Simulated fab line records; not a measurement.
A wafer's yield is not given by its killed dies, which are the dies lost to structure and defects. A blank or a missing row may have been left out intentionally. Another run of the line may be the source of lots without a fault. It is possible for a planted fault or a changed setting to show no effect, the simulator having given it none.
Which tool did it?	flow gf180mcu	39 wafers from 13 lots sampled at 4 of the route's 602 steps

== WHAT THE GAUGES SHOWED, per wafer ==
GF_VT_IMPLANT_OVL_MEAS_40. Usual: VT_IMPLANT_03_OVL 0.0 nm, standard deviation 1.1.
lot	measured	on	VT_IMPLANT_03_OVL (nm)	flag
L657	day 7 13:48	overlay-02	-0.5 0.3 -1.7	
L658	day 7 21:10	overlay-01	1.0 -0.1 0.6	
L659	day 8 02:40	overlay-01	-0.7 -0.5 -0.1	
L660	day 8 05:58	overlay-01	-0.2 -0.9 -2.3	
L661	day 8 19:03	overlay-02	-0.7 -0.9 -1.5	
L662	day 8 22:19	overlay-02	-0.5 -0.3 -1.8	
L663	day 9 04:08	overlay-02	-0.3 -1.0 0.1	
L664	day 9 10:03	overlay-02	1.0 -0.8 0.9	
L665	day 9 19:07	overlay-01	1.3 2.3 1.4	
L669	day 10 18:57	overlay-01	-0.2 1.5 0.2	
L671	day 11 18:09	overlay-01	-1.0 0.3 1.4	
L674	day 12 12:10	overlay-02	-0.3 -0.5 0.0	
L678	day 13 09:12	overlay-01	1.9 1.6 0.3	

GF_SAB_OVL_MEAS_10. Usual: SAB_OVL 0.6 nm, standard deviation 1.4.
lot	measured	on	SAB_OVL (nm)	flag
L657	day 15 11:11	overlay-01	1.4 -0.4 -1.0	
L658	day 15 15:14	overlay-02	-1.1 1.3 -0.7	
L659	day 16 02:31	overlay-01	-0.9 -2.1 0.1	
L660	day 15 23:26	overlay-01	0.4 2.0 1.3	
L661	day 16 15:56	overlay-02	1.7 -0.3 0.7	
L662	day 16 22:35	overlay-01	1.1 0.7 1.3	
L663	day 17 09:26	overlay-01	1.3 0.5 -0.4	
L664	day 17 14:23	overlay-02	-0.6 0.7 1.2	
L665	day 18 07:16	overlay-01	-0.6 -0.1 -1.5	
L669	day 19 16:19	overlay-02	0.0 -0.5 0.0	
L671	day 20 22:29	overlay-02	1.5 2.9 1.6	
L674	day 21 12:13	overlay-01	1.3 3.1 3.3	
L678	day 22 12:40	overlay-02	-1.1 -1.6 0.9	

== TOOL THAT RAN EACH LOT (tool first, then ch and the chambers of the sampled wafers, then the start) ==
lot	GF_STI_CMP_25	GF_DUAL_GATE_SOFTBAKE_07
L657	cmp-01 ch 1,2,3, day 2 06:30	litho track-03 ch 0, day 8 00:09
L658	cmp-02 ch 0,1,3, day 2 09:41	litho track-02 ch 0, day 8 10:47
L659	cmp-01 ch 1,2,3, day 2 13:46	litho track-01 ch 0, day 8 17:41
L660	cmp-02 ch 0,1, day 2 19:31	litho track-02 ch 0, day 8 17:32
L661	cmp-02 ch 1,2, day 3 01:23	litho track-01 ch 0, day 9 06:16
L662	cmp-02 ch 0,2,3, day 3 07:05	litho track-03 ch 0, day 9 09:12
L663	cmp-01 ch 2,3, day 3 10:09	litho track-03 ch 0, day 9 16:19
L664	cmp-01 ch 0,1,2, day 3 15:24	litho track-02 ch 0, day 9 21:31
L665	cmp-02 ch 0,1,3, day 3 21:52	litho track-02 ch 0, day 10 06:11
L669	cmp-02 ch 0,1,3, day 4 17:02	litho track-02 ch 0, day 11 07:10
L671	cmp-01 ch 0,1, day 5 07:57	litho track-02 ch 0, day 12 11:44
L674	cmp-02 ch 0,1,2, day 5 19:16	litho track-02 ch 0, day 13 00:20
L678	cmp-01 ch 0,1,3, day 6 17:36	litho track-03 ch 0, day 13 22:15
- GF_STI_CMP_25: polishes, stops on Si3N4, t overpolish 33 s, target thk 524.6 nm.
- GF_DUAL_GATE_SOFTBAKE_07: time 60 s.

== AS READ BY THE TOOLS THEMSELVES (means over the sampled wafers that have a number; for cases with no such wafer, the mark the record gives instead) ==
GF_STI_CMP_25. Usual: edge zone pressure frac 1.000, standard deviation 0.005; motor current A 12.2 A, standard deviation 0.52; overpolish run s 32.999 s, standard deviation 0.0093; time to endpoint s 122 s, standard deviation 5.5.
lot	tool	edge zone pressure frac	motor current A (A)	overpolish run s (s)	time to endpoint s (s)	flag
L657	cmp-01	0.999	12.4	33.008	126	
L658	cmp-02	1.005	12.3	32.999	122	
L659	cmp-01	0.994	11.9	32.989	128	
L660	cmp-02	1.002	12.5	32.996	124	
L661	cmp-02	0.997	12.1	32.996	122	
L662	cmp-02	1.000	12.5	32.995	122	
L663	cmp-01	1.008	12.3	33.001	128	
L664	cmp-01	1.002	12.1	32.999	127	
L665	cmp-02	0.997	12.4	32.994	123	
L669	cmp-02	1.000	12.5	32.995	117	
L671	cmp-01	0.994	11.9	32.991	121	
L674	cmp-02	1.001	12.5	32.996	117	
L678	cmp-01	0.998	12.2	32.998	125	

GF_DUAL_GATE_SOFTBAKE_07. Usual: run length s at 89.09 s, with a standard deviation of 0.18.
lot	tool	run length s (s)	flag
L657	litho track-03	88.87	
L658	litho track-02	89.18	
L659	litho track-01	88.95	
L660	litho track-02	89.37	
L661	litho track-01	89.00	
L662	litho track-03	88.87	
L663	litho track-03	88.82	
L664	litho track-02	89.20	
L665	litho track-02	89.20	
L669	litho track-02	89.17	
L671	litho track-02	99.62	OFF
L674	litho track-02	99.57	OFF
L678	litho track-03	88.96	

== THE ANSWER, worked out from the rows above alone ==
Rule: lot off if the mean of its wafers having a number is beyond 3 standard deviations from the usual mean. Also off: a lot with no number at a reading for which 4 or more lots have one. All remaining lots with rows at the step are treated as sound. The gauges are gone through in route order, then the tools' own readings, and for those a lot's mean is taken as printed above. At the first step where some lot is off, the reading lying furthest off is the one used; lots without a number count as furthest.
Off: L671, L674 (GF_DUAL_GATE_SOFTBAKE_07, run length s).
If a tool, at that step or one of the process steps before it, ran each lot that is off and ran no sound lot following the first of them, it fits. One candidate fits, namely litho track-02 at GF_DUAL_GATE_SOFTBAKE_07. Its last sound lot is L669 (day 11 07:10), its first lot that is off L671 (day 12 11:44): a fault that began between those two fits.
On the lots that are off, the tool's own readings at GF_DUAL_GATE_SOFTBAKE_07 differ by more than 5 times the standard deviation of the sound lots' means, which bears it out; run length s reads 99.59 s there versus 89.05 s on the sound lots.

== WHAT THE SIMULATOR PUT IN ==
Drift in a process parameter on litho track-02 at GF_DUAL_GATE_SOFTBAKE_07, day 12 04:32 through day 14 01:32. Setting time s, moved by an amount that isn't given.
Shown lots that were struck: L671, L674. This agrees with what the rule above found.
